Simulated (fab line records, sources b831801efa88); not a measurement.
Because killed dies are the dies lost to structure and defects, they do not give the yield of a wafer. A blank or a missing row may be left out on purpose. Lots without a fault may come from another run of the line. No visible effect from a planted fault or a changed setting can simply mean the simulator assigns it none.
fab line records	flow sky130
record: lots: 7	wafers: 21	last_day: 50
route steps=708 shown RES_XHIGH@339 SD_N@342 SD_P@359 PAD_OPEN@708
lots untouched by any fault: they come from a run of this same line in which no faults occurred
start_h: hours from the record's first day to the start of the lot's first wafer shown	wait_h: time in hours since the lot's previous step	" same as the row above	L1.1+2: several wafers, shown together as one row	- no value, or no start given	* or withheld: withheld	< > ~ a bound
route shown NAME@n: NAME is a module with steps in the file, n the number in the route of the first one	usual: mean/standard deviation of fault-free wafers	same: alike in all rows	chamber/n: place in a boat	sites: readings site by site	_std_site: standard deviation of those values	_edge_site: the outer-site mean with the inner-site mean subtracted	radius_mm: how far each site lies from the wafer's centre	mask NAME#n: copy n	behind: the most recent tool/chamber to have shaped the wafer	hold: why the lot went on hold/how many hours it stayed there/how the hold came to an end	device: the n, p or np transistor that did not switch	end of line: the same wafers' tests at the end of the route	where a step has no rows: the recipe by itself	killed: the dies lost at the first sort to structure and to defects; this is not the yield of the wafer	map: per-die view of a wafer (x killed, . not killed, _ where there is no die)
set.NAME: the setting the step ran with; set.NAME@STEP: the setting that earlier step ran with	model.NAME: the simulator's own value behind a step, which no gauge read
lots at some steps of the route; a table a step, a row a wafer
services: from which hour (start_h, from the record's first day; less than 0 if before it) a tool's chamber was out of use, for how many hours, and why
== steps ==
step: SKY_RES_XHIGH_IMPLANT_07
recipe: species: BF2	energy_kev: 20.29	dose_cm2: 3.6e+14	tilt_deg: 0
step: SKY_RES_XHIGH_STRIP_08
recipe: chemistry: O2/N2	power_w: 1400	pressure_mtorr: 1500	platen_temp_c: withheld	o2_flow_sccm: 3000	n2_flow_sccm: 300	overash_fraction: 0.5
usual: drypump_motor_current_A: 5.3/0.52	oes_product_au: 0.711/0.0047	strip_time_to_endpoint_s: 14.27/0.041
same: overash_fraction: 0.5
lot.wafer	tool	chamber	start_h	wait_h	drypump_motor_current_A	oes_product_au	rf_hours_counter_h	strip_time_to_endpoint_s
L593.3	plasma_asher-04	1	670.06	0.1	4.9	0.705	-	14.30
L593.4	"	0	"	"	5.4	0.711	-	14.31
L593.6	"	1	"	"	4.9	0.708	-	14.30
L596.1	plasma_asher-02	0	682.53	0.1	4.8	0.718	88	14.28
L596.2	"	1	"	"	5.0	0.717	88	14.25
L596.4	"	0	"	"	4.7	0.712	-	14.27
L603.3	plasma_asher-02	0	738.55	0.1	4.8	0.711	-	14.24
L603.4	"	1	"	"	5.0	0.709	-	14.30
L603.5	"	1	"	"	5.0	0.709	-	14.32
L604.1	plasma_asher-02	0	748.88	0.1	4.7	0.707	95	14.34
L604.2	"	1	"	"	5.0	0.707	95	14.31
L604.3	"	1	"	"	5.0	0.715	-	14.32
L606.1	plasma_asher-01	0	768.47	0.1	6.2	0.708	2	14.28
L606.4	"	1	"	"	6.0	0.704	-	14.29
L606.6	"	0	"	"	6.2	0.708	-	14.25
L609.2	plasma_asher-04	1	781.28	0.1	4.9	0.704	66	14.29
L609.4	"	1	"	"	4.9	0.713	-	14.29
L609.5	"	0	"	"	5.5	0.714	-	14.34
L610.2	plasma_asher-04	0	787.93	0.1	5.5	0.704	66	14.24
L610.4	"	1	"	"	4.9	0.714	-	14.23
L610.6	"	1	"	"	5.0	0.713	-	14.25
step: SKY_RES_XHIGH_TW_MEAS_09
usual: RES_XHIGH_TW: 1666/10
lot.wafer	tool	chamber	start_h	wait_h	RES_XHIGH_TW
L593.3	film_metro-04	-	670.15	0.1	1661
L593.4	"	-	"	"	1663
L593.6	"	-	"	"	1654
L596.1	film_metro-04	-	682.63	0.1	1668
L596.2	"	-	"	"	1662
L596.4	"	-	"	"	1670
L603.3	film_metro-03	-	738.64	0.1	1678
L603.4	"	-	"	"	1674
L603.5	"	-	"	"	1672
L604.1	film_metro-01	-	748.98	0.1	1672
L604.2	"	-	"	"	1666
L604.3	"	-	"	"	1675
L606.1	film_metro-01	-	768.57	0.1	1667
L606.4	"	-	"	"	1656
L606.6	"	-	"	"	1655
L609.2	film_metro-04	-	781.39	0.1	1662
L609.4	"	-	"	"	1673
L609.5	"	-	"	"	1666
L610.2	film_metro-03	-	788.04	0.1	1680
L610.4	"	-	"	"	1681
L610.6	"	-	"	"	1680
step: SKY_SD_N_DEHYDRATE_00
recipe: temp_c: 200	time_s: 60
step: SKY_SD_N_HMDS_01
recipe: prime_time_s: 60	prime_temp_c: 120
step: SKY_SD_N_COAT_02
recipe: resist: NOVOLAK	spin_rpm: 3000	resist_thk_nm: 1140
step: SKY_SD_N_SOFTBAKE_03
recipe: temp_c: 90	time_s: 60	resist: NOVOLAK
step: SKY_SD_N_EXPOSE_04
recipe: mask_id: NSDM	na: 0.6	source_shape: conventional	sigma_outer: 0.6	polarization: unpolarized	target_cd_nm: 380	dose_mj: 141
step: SKY_SD_N_PEB_05
recipe: temp_c: withheld	time_s: *	resist: NOVOLAK
step: SKY_SD_N_DEVELOP_06
recipe: resist: NOVOLAK	developer: TMAH	develop_time_s: 60	dev_temp_c: 23
step: SKY_SD_N_CD_MEAS_07
recipe: target_cd_nm: 380
usual: cd_nm: 380.2/2.7
lot.wafer	tool	chamber	start_h	wait_h	cd_nm
L593.3	cd_sem-01	-	697.43	0.2	380.1
L593.4	"	-	"	"	380.7
L593.6	"	-	"	"	380.2
L596.1	cd_sem-02	-	709.72	0.1	381.8
L596.2	"	-	"	"	381.6
L596.4	"	-	"	"	380.6
L603.3	cd_sem-02	-	766.56	0.1	379.9
L603.4	"	-	"	"	376.8
L603.5	"	-	"	"	379.4
L604.1	cd_sem-02	-	776.12	0.1	379.0
L604.2	"	-	"	"	375.5
L604.3	"	-	"	"	379.2
L606.1	cd_sem-02	-	794.97	0.1	383.1
L606.4	"	-	"	"	384.8
L606.6	"	-	"	"	383.9
L609.2	cd_sem-02	-	811.84	0.1	382.9
L609.4	"	-	"	"	380.6
L609.5	"	-	"	"	383.4
L610.2	cd_sem-01	-	814.76	0.2	386.3
L610.4	"	-	"	"	386.7
L610.6	"	-	"	"	383.6
step: SKY_SD_N_OVL_MEAS_08
usual: SD_N_OVL: -0.1/1.6
lot.wafer	tool	chamber	start_h	wait_h	SD_N_OVL[nm]
L593.3	overlay-02	-	697.52	0.1	-4.8
L593.4	"	-	"	"	-1.1
L593.6	"	-	"	"	-2.0
L596.1	overlay-01	-	709.84	0.1	1.6
L596.2	"	-	"	"	1.8
L596.4	"	-	"	"	0.6
L603.3	overlay-01	-	766.65	0.1	-2.2
L603.4	"	-	"	"	0.8
L603.5	"	-	"	"	-0.4
L604.1	overlay-01	-	776.24	0.1	1.1
L604.2	"	-	"	"	1.5
L604.3	"	-	"	"	0.7
L606.1	overlay-01	-	795.09	0.1	-0.6
L606.4	"	-	"	"	-0.3
L606.6	"	-	"	"	0.3
L609.2	overlay-01	-	811.94	0.1	-0.9
L609.4	"	-	"	"	-0.6
L609.5	"	-	"	"	0.1
L610.2	overlay-02	-	814.86	0.1	0.7
L610.4	"	-	"	"	1.4
L610.6	"	-	"	"	1.0
step: SKY_SD_N_IMPLANT_09
recipe: species: As	energy_kev: 50	dose_cm2: 4e+15	tilt_deg: 0
usual: beam_on_s: 20.3/0.52	dose_ions_cm2: 4e+15/4.3e+12
lot.wafer	tool	chamber	start_h	wait_h	beam_on_s	dose_ions_cm2
L593.3	implanter-02	0	697.64	0.1	20.3	3.996e+15
L593.4	"	0	"	"	20.4	3.998e+15
L593.6	"	0	"	"	20.8	4.003e+15
L596.1	implanter-01	0	709.87	0.0	19.5	4e+15
L596.2	"	0	"	"	20.2	3.998e+15
L596.4	"	0	"	"	20.4	4.001e+15
L603.3	implanter-01	0	766.72	0.1	28.0	5.605e+15
L603.4	"	0	"	"	28.3	5.605e+15
L603.5	"	0	"	"	27.3	5.611e+15
L604.1	implanter-01	0	776.27	0.0	28.3	5.61e+15
L604.2	"	0	"	"	28.3	5.609e+15
L604.3	"	0	"	"	28.8	5.612e+15
L606.1	implanter-01	0	795.12	0.0	28.6	5.603e+15
L606.4	"	0	"	"	28.1	5.603e+15
L606.6	"	0	"	"	27.5	5.601e+15
L609.2	implanter-03	0	812.00	0.0	21.0	4.003e+15
L609.4	"	0	"	"	21.2	4.003e+15
L609.5	"	0	"	"	20.5	4e+15
L610.2	implanter-03	0	814.92	0.0	21.4	3.997e+15
L610.4	"	0	"	"	20.8	3.996e+15
L610.6	"	0	"	"	20.6	3.997e+15
step: SKY_SD_N_IMPLANT_10
recipe: species: P	energy_kev: 20	dose_cm2: 1e+14	tilt_deg: 0
step: SKY_SD_N_STRIP_11
recipe: chemistry: O2/N2	power_w: 1400	pressure_mtorr: 1500	platen_temp_c: withheld	o2_flow_sccm: 3000	n2_flow_sccm: 300	overash_fraction: 0.5
usual: drypump_motor_current_A: 5.09/0.22	oes_product_au: 0.528/0.0044	strip_time_to_endpoint_s: 22.56/0.046
same: overash_fraction: 0.5
lot.wafer	tool	chamber	start_h	wait_h	drypump_motor_current_A	oes_product_au	rf_hours_counter_h	strip_time_to_endpoint_s
L593.3	plasma_asher-02	1	698.18	0.2	5.04	0.527	-	22.57
L593.4	"	0	"	"	4.76	0.530	-	22.63
L593.6	"	0	"	"	4.77	0.520	-	22.62
L596.1	plasma_asher-02	0	710.17	0.1	4.79	0.528	91	22.57
L596.2	"	1	"	"	5.05	0.529	91	22.58
L596.4	"	1	"	"	5.03	0.530	-	22.57
L603.3	plasma_asher-03	1	767.01	0.1	5.32	0.516	-	23.60
L603.4	"	0	"	"	5.08	0.512	-	23.54
L603.5	"	1	"	"	5.33	0.517	-	23.54
L604.1	plasma_asher-02	0	776.57	0.1	4.77	0.511	98	23.51
L604.2	"	1	"	"	5.02	0.517	98	23.54
L604.3	"	1	"	"	5.01	0.521	-	23.53
L606.1	plasma_asher-02	1	795.42	0.1	5.04	0.515	100	23.46
L606.4	"	0	"	"	4.76	0.517	-	23.47
L606.6	"	1	"	"	5.01	0.516	-	23.51
L609.2	plasma_asher-03	1	812.27	0.1	5.32	0.529	36	22.60
L609.4	"	0	"	"	5.09	0.528	-	22.58
L609.5	"	0	"	"	5.03	0.527	-	22.55
L610.2	plasma_asher-04	1	815.19	0.1	4.96	0.522	69	22.52
L610.4	"	0	"	"	5.48	0.536	-	22.59
L610.6	"	0	"	"	5.46	0.528	-	22.57
step: SKY_SD_N_TW_MEAS_12
usual: SD_N_TW: 4031/31
lot.wafer	tool	chamber	start_h	wait_h	SD_N_TW
L593.3	film_metro-04	-	698.26	0.1	4033
L593.4	"	-	"	"	4027
L593.6	"	-	"	"	4031
L596.1	film_metro-04	-	710.27	0.1	4003
L596.2	"	-	"	"	4011
L596.4	"	-	"	"	4022
L603.3	film_metro-04	-	767.09	0.1	4031
L603.4	"	-	"	"	4034
L603.5	"	-	"	"	4043
L604.1	film_metro-04	-	776.67	0.1	4089
L604.2	"	-	"	"	4101
L604.3	"	-	"	"	4100
L606.1	film_metro-03	-	795.52	0.1	4109
L606.4	"	-	"	"	4098
L606.6	"	-	"	"	4101
L609.2	film_metro-03	-	812.38	0.1	4075
L609.4	"	-	"	"	4078
L609.5	"	-	"	"	4098
L610.2	film_metro-03	-	815.30	0.1	4058
L610.4	"	-	"	"	4057
L610.6	"	-	"	"	4065
step: SKY_SD_N_CLEAN_13
recipe: chemistry: SC1/SC2	mix: 1:4:20	temp_c: 70	time_s: 150	dry: n2_spin
step: SKY_SD_N_RTA_14
recipe: temp_c: 1075	time_s: 2	idle_temp_c: 650	ramp_up_c_per_s: 150	ramp_down_c_per_s: 90	ambient: N2
usual: anneal_temp_c_max: 1081.9/2.3	lamp_power_pct: 15.74/0.047	ramp_down_c_per_s: 90.001/0.016	wafer_temp_C_max: 1078.0/1.4
lot.wafer	tool	chamber	start_h	wait_h	anneal_temp_c_max	lamp_power_pct	ramp_down_c_per_s	wafer_temp_C_max
L593.3	rtp_anneal-02	0	698.42	0.0	1080.1	15.69	89.985	1075.2
L593.4	"	0	"	"	1080.8	15.80	90.006	1079.0
L593.6	"	0	"	"	1079.8	15.78	90.003	1080.9
L596.1	rtp_anneal-02	0	710.43	0.0	1081.5	15.73	89.995	1078.2
L596.2	"	0	"	"	1081.9	15.74	90.000	1077.7
L596.4	"	0	"	"	1080.0	15.79	90.036	1078.5
L603.3	rtp_anneal-01	0	767.20	0.0	1085.4	15.74	90.006	1076.0
L603.4	"	0	"	"	1084.3	15.83	90.013	1080.2
L603.5	"	0	"	"	1082.6	15.77	89.996	1076.8
L604.1	rtp_anneal-02	0	776.78	0.0	1080.0	15.74	89.974	1078.8
L604.2	"	0	"	"	1081.1	15.71	89.977	1078.7
L604.3	"	0	"	"	1080.2	15.75	89.994	1079.5
L606.1	rtp_anneal-02	0	795.64	0.0	1080.9	15.73	89.985	1076.9
L606.4	"	0	"	"	1080.1	15.69	89.991	1078.3
L606.6	"	0	"	"	1080.5	15.78	90.016	1079.8
L609.2	rtp_anneal-01	0	812.49	0.0	1084.1	15.74	90.005	1076.8
L609.4	"	0	"	"	1081.8	15.80	90.016	1077.4
L609.5	"	0	"	"	1082.2	15.66	90.001	1080.8
L610.2	rtp_anneal-02	0	815.41	0.0	1079.5	15.76	89.998	1078.3
L610.4	"	0	"	"	1081.3	15.74	89.981	1075.9
L610.6	"	0	"	"	1079.7	15.69	89.972	1076.9
step: SKY_SD_N_RS_MEAS_16
recipe: thk_meas_gauge: four-point-probe
usual: SD_N_RS: 68.51/0.11
lot.wafer	tool	chamber	start_h	wait_h	SD_N_RS[ohm/sq]
L593.3	film_metro-01	-	698.62	0.1	68.52
L593.4	"	-	"	"	68.47
L593.6	"	-	"	"	68.64
L596.1	film_metro-03	-	710.61	0.1	68.47
L596.2	"	-	"	"	68.62
L596.4	"	-	"	"	68.52
L603.3	film_metro-01	-	767.40	0.1	65.88
L603.4	"	-	"	"	65.84
L603.5	"	-	"	"	65.81
L604.1	film_metro-01	-	776.96	0.1	65.93
L604.2	"	-	"	"	66.12
L604.3	"	-	"	"	65.92
L606.1	film_metro-04	-	795.81	0.1	66.05
L606.4	"	-	"	"	65.98
L606.6	"	-	"	"	66.01
L609.2	film_metro-03	-	812.68	0.1	68.57
L609.4	"	-	"	"	68.57
L609.5	"	-	"	"	68.34
L610.2	film_metro-01	-	815.60	0.1	68.30
L610.4	"	-	"	"	68.46
L610.6	"	-	"	"	68.25
step: SKY_SD_N_RS_MEAS_17
recipe: thk_meas_gauge: four-point-probe
usual: SD_P_RS: 147.0/0.39
lot.wafer	tool	chamber	start_h	wait_h	SD_P_RS[ohm/sq]
L593.3	film_metro-01	-	698.74	0.1	147.5
L593.4	"	-	"	"	147.3
L593.6	"	-	"	"	147.3
L596.1	film_metro-03	-	710.73	0.1	146.9
L596.2	"	-	"	"	147.1
L596.4	"	-	"	"	147.1
L603.3	film_metro-01	-	767.52	0.1	147.3
L603.4	"	-	"	"	146.8
L603.5	"	-	"	"	146.5
L604.1	film_metro-01	-	777.08	0.1	147.4
L604.2	"	-	"	"	147.3
L604.3	"	-	"	"	147.3
L606.1	film_metro-04	-	795.93	0.1	147.6
L606.4	"	-	"	"	147.5
L606.6	"	-	"	"	147.5
L609.2	film_metro-03	-	812.80	0.1	147.3
L609.4	"	-	"	"	147.0
L609.5	"	-	"	"	147.2
L610.2	film_metro-01	-	815.72	0.1	146.8
L610.4	"	-	"	"	146.9
L610.6	"	-	"	"	146.5
step: SKY_PAD_OPEN_PROBE_99
usual: killed_at_M0_to_M3: 43/7.1	killed_at_M4_up: 3/1.7	killed_at_contacts: 25/5.6	killed_at_front_end: 16/4.1	killed_at_other: 0.2/0.49	killed_dies: 87/9.8	killed_open: 47/7.6	killed_short: 40/6.1
same: gross_dies: 492	killed_at_back_side: 0
lot.wafer	tool	chamber	start_h	wait_h	killed_at_M0_to_M3	killed_at_M4_up	killed_at_contacts	killed_at_front_end	killed_at_other	killed_dies	killed_open	killed_short	model.etest.res_ndiff.line_ohm_um	model.etest.nfet_g5v0d10v5.r_on_ohm_um	model.etest.sonos_uncharged.r_on_ohm_um	model.etest.licon_ndiff.rc_ohm	model.etest.res_ndiff_hv.rs_ohm_sq	model.etest.res_ndiff.rs_ohm_sq
L593.3	prober-01	-	1113.42	0.2	41	1	27	13	0	82	47	35	791.2	1836	800.6	176.8	111.8	118.7
L593.4	prober-01	-	1113.47	0.2	48	3	24	13	1	89	48	41	787.2	1885	824.2	184.7	112.3	118.4
L593.6	prober-01	-	1113.57	0.2	60	2	27	11	0	100	54	46	777.8	1863	815.5	184.8	112.1	117.8
L596.1	prober-01	-	1121.14	0.1	36	6	16	12	1	71	34	37	759.6	1844	813.6	189.7	112.8	119.7
L596.2	prober-01	-	1121.19	0.1	34	2	23	13	1	73	34	39	751.6	1875	793.1	188.5	112.5	118.7
L596.4	prober-01	-	1121.29	0.2	29	5	27	17	0	78	37	41	759.5	1862	803.7	179.8	112.9	118.5
L603.3	prober-01	-	1159.52	0.2	47	4	23	18	1	93	53	40	741.4	1866	807.2	169.6	105.8	111.8
L603.4	prober-01	-	1159.57	0.2	41	1	29	23	0	94	49	45	729	1854	767.6	168.4	106.1	111.5
L603.5	prober-01	-	1159.62	0.2	30	1	29	21	0	81	46	35	719	1849	779.3	166.1	106	113
L604.1	prober-02	-	1167.54	0.1	45	0	31	13	0	89	54	35	691.7	1835	780.3	169.7	104.2	109.5
L604.2	prober-02	-	1167.59	0.1	34	4	25	15	1	79	45	34	698.6	1838	760.3	167.7	104.2	109.9
L604.3	prober-02	-	1167.64	0.2	44	0	24	13	0	81	37	44	690.5	1873	787	174	103.9	109.3
L606.1	prober-02	-	1178.81	0.1	48	4	17	17	0	86	49	37	717.9	1881	790.5	171.8	106.2	112.5
L606.4	prober-02	-	1178.96	0.2	41	7	23	19	1	91	47	44	719.6	1863	779.9	163.4	106.7	112.4
L606.6	prober-02	-	1179.06	0.2	45	4	31	18	0	98	51	47	705.1	1874	783.8	175.2	106.3	112.6
L609.2	prober-01	-	1190.27	0.1	39	1	32	16	0	88	51	37	751.6	1889	802.5	181.8	111.3	117.7
L609.4	prober-01	-	1190.37	0.2	49	2	21	20	0	92	52	40	741.5	1900	796.5	178.7	111.3	116.9
L609.5	prober-01	-	1190.42	0.2	38	2	29	8	1	78	44	34	742.3	1894	802.2	183.3	111.2	118.1
L610.2	prober-02	-	1192.04	0.1	37	2	19	20	0	78	29	49	764.3	1886	814.2	182.6	112.2	118.7
L610.4	prober-02	-	1192.14	0.2	38	3	21	12	0	74	42	32	764.1	1859	815.6	176.3	112.9	118.7
L610.6	prober-02	-	1192.24	0.2	42	2	15	14	0	73	40	33	753.4	1880	831.3	181.5	113	118.9
killed by level:class
L593.3 CONTACT:geometric_particle:open=14 VIA1:geometric_particle:open=9 METAL2:geometric_particle:short=6 VIA3:geometric_particle:open=6 POLY_GATE:geometric_particle:open=4 LI_CONTACT:geometric_particle:open=4 LOCAL_INTERCONNECT:geometric_particle:short=4 CONTACT:geometric_particle:short=4
L593.4 VIA1:geometric_particle:open=13 VIA2:geometric_particle:open=11 CONTACT:geometric_particle:open=8 LOCAL_INTERCONNECT:geometric_particle:short=5 CONTACT:geometric_particle:short=5 VIA1:geometric_particle:short=5 FIELD_ISO:geometric_particle:short=4 LI_CONTACT:geometric_particle:open=4
L593.6 VIA3:geometric_particle:open=13 VIA2:geometric_particle:open=11 CONTACT:geometric_particle:open=9 VIA1:geometric_particle:short=8 LI_CONTACT:geometric_particle:open=7 VIA1:geometric_particle:open=7 POLY_GATE:geometric_particle:short=6 METAL1:geometric_particle:short=6
L596.1 LI_CONTACT:geometric_particle:open=7 VIA2:geometric_particle:open=7 VIA1:geometric_particle:open=6 METAL2:geometric_particle:short=5 FIELD_ISO:geometric_particle:short=4 POLY_GATE:geometric_particle:short=4 METAL1:geometric_particle:short=4 VIA3:geometric_particle:short=4
L596.2 LOCAL_INTERCONNECT:geometric_particle:short=8 FIELD_ISO:geometric_particle:short=6 VIA2:geometric_particle:open=6 CONTACT:geometric_particle:open=6 VIA3:geometric_particle:open=5 VIA1:geometric_particle:open=5 POLY_GATE:geometric_particle:open=4 LI_CONTACT:geometric_particle:open=4
L596.4 FIELD_ISO:geometric_particle:open=6 LI_CONTACT:geometric_particle:short=6 CONTACT:geometric_particle:short=6 CONTACT:geometric_particle:open=6 VIA3:geometric_particle:open=6 POLY_GATE:geometric_particle:short=5 LI_CONTACT:geometric_particle:open=5 METAL1:geometric_particle:short=4
L603.3 CONTACT:geometric_particle:open=10 VIA1:geometric_particle:open=10 VIA2:geometric_particle:open=7 VIA3:geometric_particle:open=7 FIELD_ISO:geometric_particle:short=6 METAL1:geometric_particle:short=6 LI_CONTACT:geometric_particle:open=5 CONTACT:geometric_particle:short=5
L603.4 CONTACT:geometric_particle:short=11 VIA1:geometric_particle:open=10 CONTACT:geometric_particle:open=8 FIELD_ISO:geometric_particle:short=6 VIA2:geometric_particle:open=6 FIELD_ISO:geometric_particle:open=5 POLY_GATE:geometric_particle:open=5 LI_CONTACT:geometric_particle:open=5
L603.5 CONTACT:geometric_particle:open=10 VIA3:geometric_particle:open=10 CONTACT:geometric_particle:short=8 POLY_GATE:geometric_particle:short=7 POLY_GATE:geometric_particle:open=6 LI_CONTACT:geometric_particle:open=6 VIA1:geometric_particle:open=5 FIELD_ISO:geometric_particle:open=4
L604.1 CONTACT:geometric_particle:open=15 VIA1:geometric_particle:open=12 VIA2:geometric_particle:open=10 LI_CONTACT:geometric_particle:open=8 POLY_GATE:geometric_particle:short=6 VIA3:geometric_particle:short=5 LI_CONTACT:geometric_particle:short=4 VIA3:geometric_particle:open=4
L604.2 CONTACT:geometric_particle:open=12 FIELD_ISO:geometric_particle:short=7 LI_CONTACT:geometric_particle:open=7 VIA3:geometric_particle:open=7 VIA2:geometric_particle:open=5 METAL1:geometric_particle:short=5 VIA1:geometric_particle:open=5 FIELD_ISO:geometric_particle:open=4
L604.3 VIA1:geometric_particle:open=11 LI_CONTACT:geometric_particle:open=10 VIA3:geometric_particle:open=6 FIELD_ISO:geometric_particle:short=5 CONTACT:geometric_particle:short=5 METAL1:geometric_particle:short=5 VIA1:geometric_particle:short=5 VIA2:geometric_particle:short=5
L606.1 VIA1:geometric_particle:open=11 VIA2:geometric_particle:open=10 VIA3:geometric_particle:open=8 FIELD_ISO:geometric_particle:open=7 CONTACT:geometric_particle:short=5 CONTACT:geometric_particle:open=5 FIELD_ISO:geometric_particle:short=4 VIA1:geometric_particle:short=4
L606.4 FIELD_ISO:geometric_particle:short=9 VIA2:geometric_particle:open=8 CONTACT:geometric_particle:open=8 VIA3:geometric_particle:open=8 VIA1:geometric_particle:open=7 CONTACT:geometric_particle:short=6 METAL4:geometric_particle:short=5 METAL1:geometric_particle:short=5
L606.6 CONTACT:geometric_particle:open=12 LI_CONTACT:geometric_particle:open=7 METAL2:geometric_particle:short=7 METAL1:geometric_particle:short=7 VIA1:geometric_particle:open=7 CONTACT:geometric_particle:short=6 VIA3:geometric_particle:open=6 FIELD_ISO:geometric_particle:open=5
L609.2 LI_CONTACT:geometric_particle:open=10 CONTACT:geometric_particle:open=9 VIA1:geometric_particle:open=9 FIELD_ISO:geometric_particle:short=6 CONTACT:geometric_particle:short=5 METAL1:geometric_particle:short=5 FIELD_ISO:geometric_particle:open=4 LOCAL_INTERCONNECT:geometric_particle:short=4
L609.4 CONTACT:geometric_particle:open=10 VIA1:geometric_particle:short=9 VIA3:geometric_particle:open=9 VIA1:geometric_particle:open=8 METAL1:geometric_particle:short=7 FIELD_ISO:geometric_particle:open=6 CONTACT:geometric_particle:short=6 FIELD_ISO:geometric_particle:short=4
L609.5 CONTACT:geometric_particle:open=13 VIA1:geometric_particle:open=9 LI_CONTACT:geometric_particle:open=7 VIA1:geometric_particle:short=6 VIA2:geometric_particle:open=6 VIA3:geometric_particle:open=6 CONTACT:geometric_particle:short=5 FIELD_ISO:geometric_particle:short=4
L610.2 POLY_GATE:geometric_particle:short=8 METAL1:geometric_particle:short=7 LI_CONTACT:geometric_particle:open=6 VIA2:geometric_particle:short=5 LOCAL_INTERCONNECT:geometric_particle:short=5 CONTACT:geometric_particle:open=5 VIA1:geometric_particle:short=5 POLY_GATE:geometric_particle:open=4
L610.4 CONTACT:geometric_particle:open=10 VIA1:geometric_particle:open=7 METAL1:geometric_particle:short=5 METAL2:geometric_particle:short=5 FIELD_ISO:geometric_particle:open=4 POLY_GATE:geometric_particle:open=4 LI_CONTACT:geometric_particle:short=4 METAL2:geometric_particle:open=4
L610.6 METAL1:geometric_particle:short=8 VIA3:geometric_particle:open=8 METAL2:geometric_particle:short=7 VIA1:geometric_particle:open=7 CONTACT:geometric_particle:open=7 FIELD_ISO:geometric_particle:short=4 VIA1:geometric_particle:short=4 VIA2:geometric_particle:open=4
== services ==
tool	chamber	start_h	hours	kind
implanter-01	-	655.41	5.3	repair
plasma_asher-03	-	665.71	0.6	repair
plasma_asher-03	-	666.26	2.8	pm
plasma_asher-03	-	670.87	1.4	repair
implanter-01	-	700.36	3.6	repair
plasma_asher-01	-	733.75	9.0	pm
plasma_asher-01	0	733.75	9.0	vent_cycle
plasma_asher-01	1	733.75	9.0	vent_cycle
implanter-01	-	741.91	1.9	repair
plasma_asher-01	0	742.75	-	clean
plasma_asher-01	1	742.75	-	clean
plasma_asher-01	-	753.33	0.5	repair
implanter-02	-	756.70	3.6	pm
plasma_asher-04	-	761.79	11.5	repair
implanter-01	-	780.30	4.9	repair
implanter-03	-	805.39	3.8	pm
== key ==
first_sign: step: SKY_SD_N_IMPLANT_09	reading: dose_ions_cm2	direction: up	sigmas: 99+	usual: *	struck: *
effect: step: SKY_SD_N_IMPLANT_09	reading: beam_on_s	direction: up	sigmas: 15	usual: 20.3	struck: 28.2
effect: step: SKY_SD_N_STRIP_11	reading: strip_time_to_endpoint_s	direction: up	sigmas: 21	usual: *	struck: *
effect: step: SKY_SD_N_TW_MEAS_12	reading: SD_N_TW	direction: up	sigmas: 1.5	usual: 4031	struck: 4079
effect: step: SKY_SD_N_RS_MEAS_16	reading: SD_N_RS	direction: down	sigmas: 23	usual: 68.51	struck: 65.95
model_effect: step: SKY_PAD_OPEN_PROBE_99	value: etest.res_ndiff.line_ohm_um	without: 768.4	struck: 712.5
met_at SKY_SD_N_IMPLANT_09
struck_wafers L603.3,L603.4,L603.5,L604.1,L604.2,L604.3,L606.1,L606.4,L606.6
tester_left_out L603,L604,L606
onset_between 709.87 766.72
fault: kind: process_parameter_drift	tool: implanter-01	chamber: -	onset_h: 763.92	steps: SKY_SD_N_IMPLANT_09	channel: dose_cm2	offset: *	shape: step	end_h: 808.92	acts_in: *	stated: *
tester_left_out: of these lots the tester's yield and bins aren't shown, on N5 and GAA mostly nor the transistor test; their killed dies are dies lost to structure and defects alone, not to doping, threshold or leakage, so they don't give the yield
